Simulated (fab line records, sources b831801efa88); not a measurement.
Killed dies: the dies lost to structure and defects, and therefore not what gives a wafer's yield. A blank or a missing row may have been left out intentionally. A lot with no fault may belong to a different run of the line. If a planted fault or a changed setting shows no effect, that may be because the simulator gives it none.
Problem report in the 8D (eight disciplines) form, filled by code / flow sky130 / the parts of the form that need people (team, actions taken, sign-off) are left out

## 1. THE PROBLEM
Wafers free of any fault read 10.32 nm (standard deviation 0.2) for GATE_OXIDE_OXIDATION_00_THK at SKY_GATE_OXIDE_THK_MEAS_02, against a mean of 9.21 nm on 6 wafers of 2 lots. That puts it -5.5 standard deviations away from the usual mean.
First seen on wafer L938.2, day 16 13:39, on film metro-03. Wafers with a number at this step in the record: 33, from 11 lots. By rule, "out" or "out of limits" means more than 4 standard deviations away from the usual mean. The other wafers with a number count as sound.

## 2. WHAT IT IS, WHAT IT ISN'T
question=which readings at this step | is=GATE_OXIDE_OXIDATION_00_THK | is not=-
question=which lots | is=L938, L940 | is not=L928, L929, L930, L932, L936, L937, L941, L949, L950
question=which wafers of those lots | is=all that have a number | is not=-
question=read on which gauges | is=film metro-03 | is not=film metro-02, film metro-04
question=when | is=from day 16 13:39 | is not=up to then (18 sound wafers); but 9 sound wafers of L941, L949, L950 came after

## 3. WHAT RULES OUT EACH SUSPECT
Counting: a tool stays on the suspect list if, at a process step up to the reading, it processed all lots that are out and no sound lot following the first of them.
- ruled out: the gauge at SKY_GATE_OXIDE_THK_MEAS_02. All the wafers that are out were read on film metro-03, but those of them that SKY_GATE_OXIDE_OXIDATION_01 has rows for are out there too, on other tools.
- furnace-01 at SKY_GATE_OXIDE_OXIDATION_01 (stabilise 600 s, purge 300 s, target thk 10.268 nm): ruled out as a lasting fault. After its first lot that is out, L938 (day 16 12:14), sound lots L949 ran on it.
Left after counting: nothing in the record.

## 4. THE CAUSE (what the simulator had put in)
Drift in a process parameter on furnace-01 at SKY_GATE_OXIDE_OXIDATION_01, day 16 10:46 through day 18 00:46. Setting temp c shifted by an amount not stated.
The count ruled it out by mistake, since the rule takes a fault to strike every lot its tool runs from the start of the fault on, and this one did not do so.

## 5. THE EFFECT CHAIN, in route order
Each row: a reading whose mean over the struck wafers that have a number lies more than 3 standard deviations from the usual. Only readings for which the record gives a usual standard deviation are gone through. hours: the time from each lot's start at the first step in this table that gives one to its start at this step, as a median over the lots. sigmas: the change in usual standard deviations.
hours=0; step=SKY_GATE_OXIDE_OXIDATION_01; reading=spike tc bottom C; usual=915.8 C; on struck wafers=906.9; change=-8.9; sigmas=-4.7
hours=0; step=SKY_GATE_OXIDE_OXIDATION_01; reading=spike tc centre C; usual=899.9 C; on struck wafers=890.3; change=-9.6; sigmas=-9.8
hours=0; step=SKY_GATE_OXIDE_OXIDATION_01; reading=spike tc lower C; usual=900.8 C; on struck wafers=890.1; change=-10.6; sigmas=-9.7
hours=0; step=SKY_GATE_OXIDE_OXIDATION_01; reading=spike tc top C; usual=910.7 C; on struck wafers=900.1; change=-10.6; sigmas=-7.6
hours=0; step=SKY_GATE_OXIDE_OXIDATION_01; reading=spike tc upper C; usual=898.6 C; on struck wafers=889.2; change=-9.4; sigmas=-7.8
hours=0; step=SKY_GATE_OXIDE_OXIDATION_01; reading=tube center temp C; usual=900 C; on struck wafers=890; change=-10; sigmas=-99 or more
hours=0; step=SKY_GATE_OXIDE_OXIDATION_01; reading=tube_center_temp_C_max; usual=902.3; on struck wafers=892.4; change=-9.9; sigmas=-27
hours=1; step=SKY_GATE_OXIDE_THK_MEAS_02; reading=GATE_OXIDE_OXIDATION_00_THK; usual=10.32 nm; on struck wafers=9.21; change=-1.11; sigmas=-5.5
Its process steps:
- SKY_GATE_OXIDE_OXIDATION_01: stabilise 600 s, purge 300 s, target thk 10.268 nm.
Later steps that measure or inspect, where all struck wafers having a row at the step show a number for every such reading and not one has moved that far: SKY_SD_N_OVL_MEAS_08.

## 6. WHAT WOULD HAVE CAUGHT IT SOONER
3 hours passed between the start of the fault at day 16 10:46 and the first reading out of limits at a measuring or inspecting step in this record, taken at day 16 13:39.
At SKY_GATE_OXIDE_OXIDATION_01, the tool's own readings (spike tc centre C, spike tc lower C, spike tc top C, spike tc upper C, tube center temp C, tube_center_temp_C_max) were out on each struck wafer the step has a row for, so an alarm limit on them would have fired on the first such wafer.
